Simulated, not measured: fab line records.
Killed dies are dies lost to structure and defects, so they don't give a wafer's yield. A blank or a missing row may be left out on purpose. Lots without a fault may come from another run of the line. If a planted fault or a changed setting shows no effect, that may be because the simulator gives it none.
Matching of chambers / flow sky130 / SKY_VIA2_CMP_24 on cmp-02 has 4 sister chambers
The step polishes, stops on SiO2, t overpolish 20 s, target thk 0 nm. 22 wafers are shown with their chamber, then 11 later ones without.

## WAFERS, EACH WITH ITS CHAMBER
wafer=L074.1; chamber=2; motor current A (A)=10.0; time to endpoint s (s)=100; head pressure psi (psi)=3.506
wafer=L074.4; chamber=0; motor current A (A)=10.6; time to endpoint s (s)=103; head pressure psi (psi)=3.507
wafer=L074.5; chamber=3; motor current A (A)=8.9; time to endpoint s (s)=108; head pressure psi (psi)=3.496
wafer=L075.3; chamber=3; motor current A (A)=9.0; time to endpoint s (s)=103; head pressure psi (psi)=3.504
wafer=L075.4; chamber=0; motor current A (A)=10.9; time to endpoint s (s)=97; head pressure psi (psi)=3.499
wafer=L075.6; chamber=2; motor current A (A)=10.4; time to endpoint s (s)=102; head pressure psi (psi)=3.505
wafer=L079.2; chamber=3; motor current A (A)=9.3; time to endpoint s (s)=108; head pressure psi (psi)=3.497
wafer=L079.3; chamber=1; motor current A (A)=11.7; time to endpoint s (s)=104; head pressure psi (psi)=3.496
wafer=L079.5; chamber=0; motor current A (A)=10.7; time to endpoint s (s)=102; head pressure psi (psi)=3.514
wafer=L080.2; chamber=2; motor current A (A)=10.4; time to endpoint s (s)=100; head pressure psi (psi)=3.495
wafer=L080.3; chamber=3; motor current A (A)=9.6; time to endpoint s (s)=103; head pressure psi (psi)=3.495
wafer=L080.6; chamber=0; motor current A (A)=10.0; time to endpoint s (s)=101; head pressure psi (psi)=3.499
wafer=L085.3; chamber=1; motor current A (A)=12.0; time to endpoint s (s)=105; head pressure psi (psi)=3.505
wafer=L085.5; chamber=2; motor current A (A)=10.8; time to endpoint s (s)=103; head pressure psi (psi)=3.496
wafer=L085.6; chamber=3; motor current A (A)=9.0; time to endpoint s (s)=104; head pressure psi (psi)=3.498
wafer=L086.1; chamber=3; motor current A (A)=9.6; time to endpoint s (s)=109; head pressure psi (psi)=3.483
wafer=L086.2; chamber=1; motor current A (A)=12.2; time to endpoint s (s)=108; head pressure psi (psi)=3.500
wafer=L086.4; chamber=2; motor current A (A)=10.7; time to endpoint s (s)=102; head pressure psi (psi)=3.507
wafer=L087.4; chamber=0; motor current A (A)=10.7; time to endpoint s (s)=105; head pressure psi (psi)=3.507
wafer=L087.5; chamber=1; motor current A (A)=12.0; time to endpoint s (s)=106; head pressure psi (psi)=3.499
wafer=L087.6; chamber=0; motor current A (A)=10.9; time to endpoint s (s)=109; head pressure psi (psi)=3.501
wafer=L088.1; chamber=2; motor current A (A)=10.7; time to endpoint s (s)=99; head pressure psi (psi)=3.489

SIGNATURES, as means of the wafers listed above
reading=motor current A; chamber 0=10.633; chamber 1=11.975; chamber 2=10.500; chamber 3=9.233; scatter within a chamber=0.299
reading=time to endpoint s; chamber 0=102.83; chamber 1=105.75; chamber 2=101.00; chamber 3=105.83; scatter within a chamber=2.79
reading=head pressure psi; chamber 0=3.50450; chamber 1=3.50000; chamber 2=3.49967; chamber 3=3.49550; scatter within a chamber=0.00635
Rule: for each reading, subtract the chamber's mean from the wafer's reading, divide by that reading's scatter and square the result; add these up over the readings and take the root, which gives the wafer's distance from the chamber. The wafer belongs to the nearest chamber; if the next one is less than 2 further off, it can't be placed. How the scatter is found: for the shown wafers, subtract from each reading the mean of its chamber, square and add these, divide the total by (wafers less chambers), then take the root.

## WAFERS WHOSE CHAMBER IS MISSING
wafer=L088.2; motor current A (A)=9.9; time to endpoint s (s)=107; head pressure psi (psi)=3.501
wafer=L088.3; motor current A (A)=11.9; time to endpoint s (s)=105; head pressure psi (psi)=3.482
wafer=L090.2; motor current A (A)=10.7; time to endpoint s (s)=103; head pressure psi (psi)=3.504
wafer=L090.4; motor current A (A)=11.1; time to endpoint s (s)=104; head pressure psi (psi)=3.498
wafer=L090.5; motor current A (A)=10.6; time to endpoint s (s)=105; head pressure psi (psi)=3.504
wafer=L095.1; motor current A (A)=9.4; time to endpoint s (s)=112; head pressure psi (psi)=3.480
wafer=L095.3; motor current A (A)=10.2; time to endpoint s (s)=108; head pressure psi (psi)=3.491
wafer=L095.5; motor current A (A)=9.4; time to endpoint s (s)=110; head pressure psi (psi)=3.500
wafer=L097.2; motor current A (A)=12.9; time to endpoint s (s)=113; head pressure psi (psi)=3.495
wafer=L097.3; motor current A (A)=9.6; time to endpoint s (s)=107; head pressure psi (psi)=3.503
wafer=L097.5; motor current A (A)=13.1; time to endpoint s (s)=113; head pressure psi (psi)=3.492

## CHAMBER TAKEN BY EACH
wafer=L088.2; from the rows above=can't be placed: 3 or 0 or 2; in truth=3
wafer=L088.3; from the rows above=1; in truth=1
wafer=L090.2; from the rows above=can't be placed: 0 or 2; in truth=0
wafer=L090.4; from the rows above=can't be placed: 0 or 2 or 1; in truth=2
wafer=L090.5; from the rows above=can't be placed: 0 or 2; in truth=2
wafer=L095.1; from the rows above=3; in truth=3
wafer=L095.3; from the rows above=can't be placed: 2 or 0 or 3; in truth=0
wafer=L095.5; from the rows above=3; in truth=3
wafer=L097.2; from the rows above=1; in truth=1
wafer=L097.3; from the rows above=can't be placed: 3 or 2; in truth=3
wafer=L097.5; from the rows above=1; in truth=1
Correctly placed: 5 of 11. Unplaceable from these rows: 6, with the true chamber sitting among the candidates in 6. 0 placed wrongly.
